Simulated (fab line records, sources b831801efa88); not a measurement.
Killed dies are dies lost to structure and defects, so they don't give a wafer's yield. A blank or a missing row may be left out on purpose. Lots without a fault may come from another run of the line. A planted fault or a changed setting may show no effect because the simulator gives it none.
Tool commonality check | flow sky130 | 13 lots, 39 wafers sampled

WHY IT WAS OPENED
At SKY_VT_ADJUST_LVTN_TW_MEAS_10 the reading VT_ADJUST_LVTN_TW is flagged on 1 of 13 lots. Wafers without a fault read 241.9, standard deviation 2.
Rule: a lot is flagged when every wafer of it that has a number lies more than 4 standard deviations from that mean, or none has a number. The other lots count as sound.

lot  | measured     | on            | VT_ADJUST_LVTN_TW, wafer by wafer | flag
L710 | day 6 22:40  | film_metro-01 | 241.4 242.9 240.9                 |
L711 | day 7 02:23  | film_metro-03 | 241.1 241.3 241.4                 |
L712 | day 7 12:53  | film_metro-03 | 241.0 239.7 241.4                 |
L713 | day 7 17:55  | film_metro-03 | 242.1 240.6 240.5                 |
L714 | day 7 19:13  | film_metro-01 | 241.0 240.2 240.3                 |
L716 | day 8 13:43  | film_metro-01 | 239.0 239.6 239.4                 |
L717 | day 8 22:58  | film_metro-04 | 244.0 243.1 243.6                 |
L718 | day 9 02:07  | film_metro-04 | 245.3 245.3 245.9                 |
L719 | day 9 09:23  | film_metro-04 | 245.5 244.4 245.3                 |
L720 | day 9 11:46  | film_metro-01 | 240.5 240.8 241.3                 |
L722 | day 10 02:27 | film_metro-01 | 241.7 240.7 240.9                 |
L723 | day 10 09:27 | film_metro-04 | 30.3 30.3 30.2                    | FLAGGED
L733 | day 13 06:55 | film_metro-03 | 240.9 240.7 242.2                 |
The numbers of the flagged lots are 30.3 on average: -211.6 against the usual, or -99 or more standard deviations.

WHICH TOOL RAN EACH LOT
The record holds 2 process steps before the reading, out of a route of 708 steps. In each cell: the tool, then ch and the chambers that the sampled wafers went through, then the start.
lot  | flag    | SKY_NWELL_STRIP_25                   | SKY_VT_ADJUST_LVTN_EXPOSE_04
L710 |         | plasma_asher-04 ch 0,1, day 5 09:14  | iline_stepper-01 ch 0, day 6 13:29
L711 |         | plasma_asher-03 ch 0, day 5 11:44    | iline_stepper-02 ch 0, day 6 17:15
L712 |         | plasma_asher-01 ch 0,1, day 5 21:35  | iline_stepper-02 ch 0, day 7 02:31
L713 |         | plasma_asher-03 ch 0,1, day 6 02:16  | iline_stepper-01 ch 0, day 7 08:17
L714 |         | plasma_asher-01 ch 0,1, day 6 04:02  | iline_stepper-01 ch 0, day 7 09:38
L716 |         | plasma_asher-03 ch 0,1, day 6 21:28  | iline_stepper-02 ch 0, day 8 03:35
L717 |         | plasma_asher-03 ch 0,1, day 7 05:17  | iline_stepper-01 ch 0, day 8 12:38
L718 |         | plasma_asher-04 ch 0,1, day 7 08:15  | iline_stepper-01 ch 0, day 8 15:07
L719 |         | plasma_asher-03 ch 0,1, day 7 15:08  | iline_stepper-02 ch 0, day 8 22:20
L720 |         | plasma_asher-04 ch 0,1, day 7 17:23  | iline_stepper-02 ch 0, day 9 00:40
L722 |         | plasma_asher-04 ch 0,1, day 8 06:11  | iline_stepper-02 ch 0, day 9 14:55
L723 | FLAGGED | plasma_asher-03 ch 0,1, day 8 12:47  | iline_stepper-01 ch 0, day 9 21:45
L733 |         | plasma_asher-04 ch 0,1, day 11 04:20 | iline_stepper-02 ch 0, day 12 18:01
What these steps do:
- SKY_NWELL_STRIP_25: strips in O2/N2.
- SKY_VT_ADJUST_LVTN_EXPOSE_04: exposes mask NWM COMPLEMENT LESS NATIVE, target cd 840 nm.
- SKY_VT_ADJUST_LVTN_TW_MEAS_10

FLAGGED OVER TOTAL, TOOL BY TOOL (the gauges that took the reading come last)
step                          | tool             | lots run | flagged | share of the flagged lots | sound lots run after its first flagged lot
SKY_NWELL_STRIP_25            | plasma_asher-01  | 2        | 0       | none                      | -
SKY_NWELL_STRIP_25            | plasma_asher-03  | 6        | 1       | all                       | 0
SKY_NWELL_STRIP_25            | plasma_asher-04  | 5        | 0       | none                      | -
SKY_VT_ADJUST_LVTN_EXPOSE_04  | iline_stepper-01 | 6        | 1       | all                       | 0
SKY_VT_ADJUST_LVTN_EXPOSE_04  | iline_stepper-02 | 7        | 0       | none                      | -
SKY_VT_ADJUST_LVTN_TW_MEAS_10 | film_metro-01    | 5        | 0       | none                      | -
SKY_VT_ADJUST_LVTN_TW_MEAS_10 | film_metro-03    | 4        | 0       | none                      | -
SKY_VT_ADJUST_LVTN_TW_MEAS_10 | film_metro-04    | 4        | 1       | all                       | 0

WHAT THE TABLE ALLOWS
3 rows of the table ran every flagged lot: plasma_asher-03 at SKY_NWELL_STRIP_25, iline_stepper-01 at SKY_VT_ADJUST_LVTN_EXPOSE_04, film_metro-04 at SKY_VT_ADJUST_LVTN_TW_MEAS_10.
- plasma_asher-03 at SKY_NWELL_STRIP_25: 1 of its 6 lots flagged. Its last sound lot is L719 (day 7 15:08), its first flagged lot L723 (day 8 12:47): a fault that began between those two fits.
- iline_stepper-01 at SKY_VT_ADJUST_LVTN_EXPOSE_04: 1 of its 6 lots flagged. Its last sound lot is L718 (day 8 15:07), its first flagged lot L723 (day 9 21:45): a fault that began between those two fits.
- film_metro-04 at SKY_VT_ADJUST_LVTN_TW_MEAS_10: 1 of its 4 lots flagged. Its last sound lot is L719 (day 9 09:23), its first flagged lot L723 (day 10 09:27): a fault that began between those two fits.
Counting lots can't tell these 3 tools apart, because each fits a fault that began at some hour. More lots, or a look at what each step does to the wafer, might.

WHAT THE SIMULATOR HAD PUT IN
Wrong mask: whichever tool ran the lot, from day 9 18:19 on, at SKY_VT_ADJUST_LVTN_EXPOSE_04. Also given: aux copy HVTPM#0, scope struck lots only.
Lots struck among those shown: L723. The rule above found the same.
